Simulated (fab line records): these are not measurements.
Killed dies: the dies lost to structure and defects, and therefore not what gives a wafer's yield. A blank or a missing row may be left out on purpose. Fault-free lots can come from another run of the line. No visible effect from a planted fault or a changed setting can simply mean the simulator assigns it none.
Which tool was responsible? | flow gf180mcu | Sampling: 13 lots, 39 wafers, 5 of 602 route steps

## WHAT EACH GAUGE READ, for each wafer
GF_V1_CD_MEAS_14: target cd 260 nm.
lot  | measured     | on       | cdNm (nm)
L888 | day 18 03:37 | cdSem-01 | 259.0 259.7 258.1
L891 | day 19 06:58 | cdSem-02 | 260.4 259.8 260.5
L892 | day 19 14:32 | cdSem-02 | 258.3 258.3 257.2
L893 | day 20 06:40 | cdSem-01 | 259.1 258.9 259.2
L894 | day 20 10:16 | cdSem-02 | 261.4 260.3 259.6
L895 | day 21 00:53 | cdSem-01 | 259.5 258.8 259.3
L896 | day 21 07:54 | cdSem-02 | 257.2 256.9 258.0
L902 | day 23 13:47 | cdSem-01 | 251.5 249.4 250.3
L903 | day 23 15:13 | cdSem-02 | 247.6 247.9 248.5
L904 | day 23 20:35 | cdSem-02 | 259.5 258.2 259.4
L905 | day 24 14:53 | cdSem-02 | 259.5 259.8 260.8
L909 | day 26 07:21 | cdSem-02 | 257.9 258.5 257.9
L910 | day 26 07:42 | cdSem-02 | 259.4 259.1 259.9

GF_M3_CD_MEAS_14: target cd 280 nm.
lot  | measured     | on       | cdNm (nm)
L888 | day 21 09:36 | cdSem-01 | 281.2 280.9 280.5
L891 | day 22 12:12 | cdSem-01 | 278.0 279.3 279.2
L892 | day 22 19:52 | cdSem-01 | 280.4 279.6 279.1
L893 | day 23 10:27 | cdSem-01 | 276.5 276.2 276.5
L894 | day 23 13:17 | cdSem-01 | 280.2 282.9 281.1
L895 | day 24 03:43 | cdSem-02 | 279.3 279.2 279.4
L896 | day 24 10:23 | cdSem-01 | 281.0 281.7 280.6
L902 | day 26 12:37 | cdSem-01 | 279.3 279.3 278.5
L903 | day 26 13:10 | cdSem-02 | 278.6 280.0 281.5
L904 | day 26 18:16 | cdSem-01 | 280.3 280.6 281.0
L905 | day 27 11:43 | cdSem-01 | 280.1 280.0 281.0
L909 | day 29 00:30 | cdSem-01 | 282.6 282.6 281.8
L910 | day 29 00:51 | cdSem-02 | 278.8 279.9 279.0

## WHICH TOOL RAN EACH LOT (tool, then ch and the chambers of the sampled wafers, then the start)
lot  | GF_V1_SOFTBAKE_10                | GF_M3_SPUTTER_01            | GF_M3_SPUTTER_02
L888 | lithoTrack-03 ch 0, day 17 15:00 | pvdSputter-04, day 20 09:13 | pvdSputter-04, day 20 09:15
L891 | lithoTrack-03 ch 0, day 18 18:00 | pvdSputter-02, day 21 12:29 | pvdSputter-02, day 21 12:31
L892 | lithoTrack-01 ch 0, day 19 02:00 | pvdSputter-04, day 21 20:16 | pvdSputter-04, day 21 20:17
L893 | lithoTrack-03 ch 0, day 19 17:00 | pvdSputter-02, day 22 11:19 | pvdSputter-02, day 22 11:21
L894 | lithoTrack-02 ch 0, day 19 23:00 | pvdSputter-02, day 22 13:57 | pvdSputter-02, day 22 13:59
L895 | lithoTrack-01 ch 0, day 20 12:00 | pvdSputter-01, day 23 04:53 | pvdSputter-01, day 23 04:55
L896 | lithoTrack-03 ch 0, day 20 19:00 | pvdSputter-02, day 23 11:36 | pvdSputter-02, day 23 11:38
L902 | lithoTrack-03 ch 0, day 23 02:00 | pvdSputter-02, day 25 15:31 | pvdSputter-02, day 25 15:33
L903 | lithoTrack-03 ch 0, day 23 04:00 | pvdSputter-04, day 25 16:14 | pvdSputter-04, day 25 16:16
L904 | lithoTrack-02 ch 0, day 23 09:00 | pvdSputter-02, day 25 21:10 | pvdSputter-02, day 25 21:11
L905 | lithoTrack-02 ch 0, day 24 03:00 | pvdSputter-04, day 26 14:29 | pvdSputter-04, day 26 14:31
L909 | lithoTrack-03 ch 0, day 25 20:00 | pvdSputter-02, day 28 05:11 | pvdSputter-02, day 28 05:13
L910 | lithoTrack-01 ch 0, day 25 20:00 | pvdSputter-01, day 28 05:50 | pvdSputter-01, day 28 05:52
- GF_V1_SOFTBAKE_10: time 60 s.
- GF_M3_SPUTTER_01: material TiN, target thk 30 nm, time 25 s.
- GF_M3_SPUTTER_02: material AlCu, target thk 450 nm, time 23.9 s.

## WHAT THE TOOLS THEMSELVES READ (means of the sampled wafers that have a number; where no wafer has one, the mark that the record gives instead)
GF_V1_SOFTBAKE_10.
lot  | tool          | heaterPowerTotalW (W) | plateTempC (C)
L888 | lithoTrack-03 | 93.06                 | 129.86
L891 | lithoTrack-03 | 93.07                 | 129.93
L892 | lithoTrack-01 | 93.03                 | 129.96
L893 | lithoTrack-03 | 93.03                 | 130.04
L894 | lithoTrack-02 | 93.11                 | 129.89
L895 | lithoTrack-01 | 93.06                 | 129.91
L896 | lithoTrack-03 | 93.10                 | 130.12
L902 | lithoTrack-03 | 88.89                 | 125.53
L903 | lithoTrack-03 | 88.84                 | 125.44
L904 | lithoTrack-02 | 93.03                 | 130.04
L905 | lithoTrack-02 | 93.04                 | 129.98
L909 | lithoTrack-03 | 93.01                 | 130.11
L910 | lithoTrack-01 | 93.07                 | 130.09

GF_M3_SPUTTER_01.
lot  | tool          | chamberPressurePa (Pa) | throttleValvePct (%)
L888 | pvdSputter-04 | 0.3998                 | 30.7
L891 | pvdSputter-02 | 0.4010                 | 29.8
L892 | pvdSputter-04 | 0.3996                 | 30.6
L893 | pvdSputter-02 | 0.4006                 | 30.7
L894 | pvdSputter-02 | 0.4000                 | 28.7
L895 | pvdSputter-01 | 0.3999                 | 29.8
L896 | pvdSputter-02 | 0.4004                 | 29.9
L902 | pvdSputter-02 | 0.4005                 | 28.8
L903 | pvdSputter-04 | 0.3990                 | 30.8
L904 | pvdSputter-02 | 0.3997                 | 28.6
L905 | pvdSputter-04 | 0.4001                 | 31.9
L909 | pvdSputter-02 | 0.4010                 | 29.9
L910 | pvdSputter-01 | 0.4004                 | 30.3

GF_M3_SPUTTER_02.
lot  | tool          | chamberPressurePa (Pa) | throttleValvePct (%)
L888 | pvdSputter-04 | 0.3998                 | 30.8
L891 | pvdSputter-02 | 0.3997                 | 29.8
L892 | pvdSputter-04 | 0.3993                 | 30.7
L893 | pvdSputter-02 | 0.4002                 | 30.9
L894 | pvdSputter-02 | 0.3997                 | 28.8
L895 | pvdSputter-01 | 0.4005                 | 29.5
L896 | pvdSputter-02 | 0.4000                 | 29.8
L902 | pvdSputter-02 | 0.4002                 | 28.8
L903 | pvdSputter-04 | 0.4000                 | 30.7
L904 | pvdSputter-02 | 0.3999                 | 28.6
L905 | pvdSputter-04 | 0.4002                 | 31.8
L909 | pvdSputter-02 | 0.4001                 | 29.7
L910 | pvdSputter-01 | 0.3997                 | 30.3

## THE ANSWER, worked out from the rows above alone
Rule: the lots themselves supply what counts as usual. Put in order of their means at a reading, lots are off if they are a third of the lots or fewer, leave a main group of 4 or more, and stand apart from it by a gap of 3 or more times the standard deviation of the main group's means; of several such gaps the widest counts. The tables above print the reading to a certain number of digits; a main group whose means all agree to those digits is not used. Also off: a lot with no number at a reading for which 4 or more lots have one. All remaining lots with rows at the step are treated as sound. Order of review: gauges by route order, followed by the tools' own readings, for which a lot's mean as printed above is used. The first step at which some lot is off is used, and at that step the reading that is off furthest; a lot without a number counts as furthest.
Off at GF_V1_CD_MEAS_14 (cdNm): L902, L903. Main group: mean 259.1 nm, sd 0.93.
If a tool, at a process step before that reading, ran all the lots that are off and no sound lot after the first of them, it fits. The gauges at GF_V1_CD_MEAS_14 aren't tried: what is off there is off at GF_V1_SOFTBAKE_10 too, on other tools, and a gauge's error can't cause that. No candidate that was tried fits.

## WHAT THE SIMULATOR PUT IN
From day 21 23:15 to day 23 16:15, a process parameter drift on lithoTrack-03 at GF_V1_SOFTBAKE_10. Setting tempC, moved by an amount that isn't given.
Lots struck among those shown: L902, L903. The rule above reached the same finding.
